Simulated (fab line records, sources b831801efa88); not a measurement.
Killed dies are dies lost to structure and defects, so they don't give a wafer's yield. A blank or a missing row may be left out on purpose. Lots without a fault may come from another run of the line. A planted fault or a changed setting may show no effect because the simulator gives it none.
Which tool did it? | flow sfq_line | 7 lots, 21 wafers sampled, at 2 steps of a route of 325

WHAT THE GAUGES READ, wafer by wafer
SFQ_I1_BOW_MEAS_912.
lot  | measured     | on            | I1_BOW (um)
L610 | day 23 18:16 | film_metro-02 | -10 -3 -7
L612 | day 24 19:28 | film_metro-04 | 13 4 6
L615 | day 26 14:53 | film_metro-03 | 11 15 13 - - -
L622 | day 29 12:43 | film_metro-03 | 3 9 -6
L625 | day 31 04:58 | film_metro-04 | 8 -1 7
L627 | day 32 11:01 | film_metro-03 | 10 19 7
L630 | day 33 11:56 | film_metro-03 | -2 -4 9

WHICH TOOL RAN EACH LOT (tool, then ch and the chambers of the sampled wafers, then the start)
lot  | SFQ_TRILAYER_I1_CMP_CMP_046
L610 | cmp-01 ch 0,2,3, day 23 15:16
L612 | cmp-01 ch 1,2,3, day 24 16:28
L615 | cmp-02 ch 0,1,3, day 26 13:21
L622 | cmp-01 ch 0,1,2, day 29 09:43
L625 | cmp-01 ch 0,1, day 31 01:55
L627 | cmp-02 ch 0,2, day 32 08:31
L630 | cmp-01 ch 0,1,2, day 33 09:25
- SFQ_TRILAYER_I1_CMP_CMP_046: polishes SiO2.

THE ANSWER, worked out from the rows above alone
Rule: what is usual is taken from the lots themselves. Put in order of their means at a reading, lots are off if they are a third of the lots or fewer, leave a main group of 4 or more, and stand apart from it by a gap of 3 or more times the standard deviation of the main group's means; of several such gaps the widest counts. A main group whose means are all the same, to the digits that the tables above print for the reading, isn't used. A lot without any number at a reading at which 4 lots or more have one is off too. The other lots that the step has rows for count as sound.
No lot is off at any reading shown: from this, nothing can be told.

WHAT THE SIMULATOR HAD PUT IN
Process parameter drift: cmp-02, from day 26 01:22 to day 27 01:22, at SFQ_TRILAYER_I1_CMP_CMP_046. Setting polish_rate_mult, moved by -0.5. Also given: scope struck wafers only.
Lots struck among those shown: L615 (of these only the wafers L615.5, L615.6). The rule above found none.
